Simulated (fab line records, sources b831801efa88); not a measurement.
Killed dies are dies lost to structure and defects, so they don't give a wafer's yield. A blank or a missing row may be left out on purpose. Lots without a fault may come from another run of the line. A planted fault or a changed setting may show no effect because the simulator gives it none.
Chamber matching | flow gf180mcu | GF_POLY_GATE_ETCH_13 on rie_si-02: 4 sister chambers
The step etches poly-Si in HBr/Cl2, stops on SiO2, target depth 198.5 nm, time 69.6 s. 4 wafers are shown with their chamber, then 7 later ones without.

WAFERS WITH THEIR CHAMBER
wafer  | chamber | drypump_motor_current_A (A)
L703.1 | 1       | 6.0
L704.1 | 2       | 5.6
L713.1 | 0       | 5.5
L713.4 | 3       | 5.5

WAFERS WITHOUT THEIR CHAMBER
wafer  | drypump_motor_current_A (A)
L713.5 | 5.6
L716.2 | 5.5
L716.3 | 5.7
L716.4 | 6.0
L717.1 | 5.5
L717.2 | 5.6
L717.3 | 6.0

WHICH CHAMBER EACH WENT THROUGH
wafer  | from the rows above     | in truth
L713.5 | 2                       | 2
L716.2 | can't be placed: 0 or 3 | 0
L716.3 | 2                       | 2
L716.4 | 1                       | 1
L717.1 | can't be placed: 0 or 3 | 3
L717.2 | 2                       | 2
L717.3 | 1                       | 1
Placed correctly: 5 of 7. Can't be placed from these rows: 2 (the true chamber is among the candidates in 2). Placed wrongly: 0.
How it was worked out, from the rows above alone: a wafer's distance from a chamber is the root of the sum, over the readings, of the square of ((its reading less the chamber's mean) divided by the reading's scatter). The wafer belongs to the nearest chamber; if the next one is less than 2 further off, it can't be placed. A chamber's mean is the mean of its shown wafers. The scatter: with one shown wafer a chamber, the root of the mean of the squares of how far each hidden wafer lies from its nearest shown one.
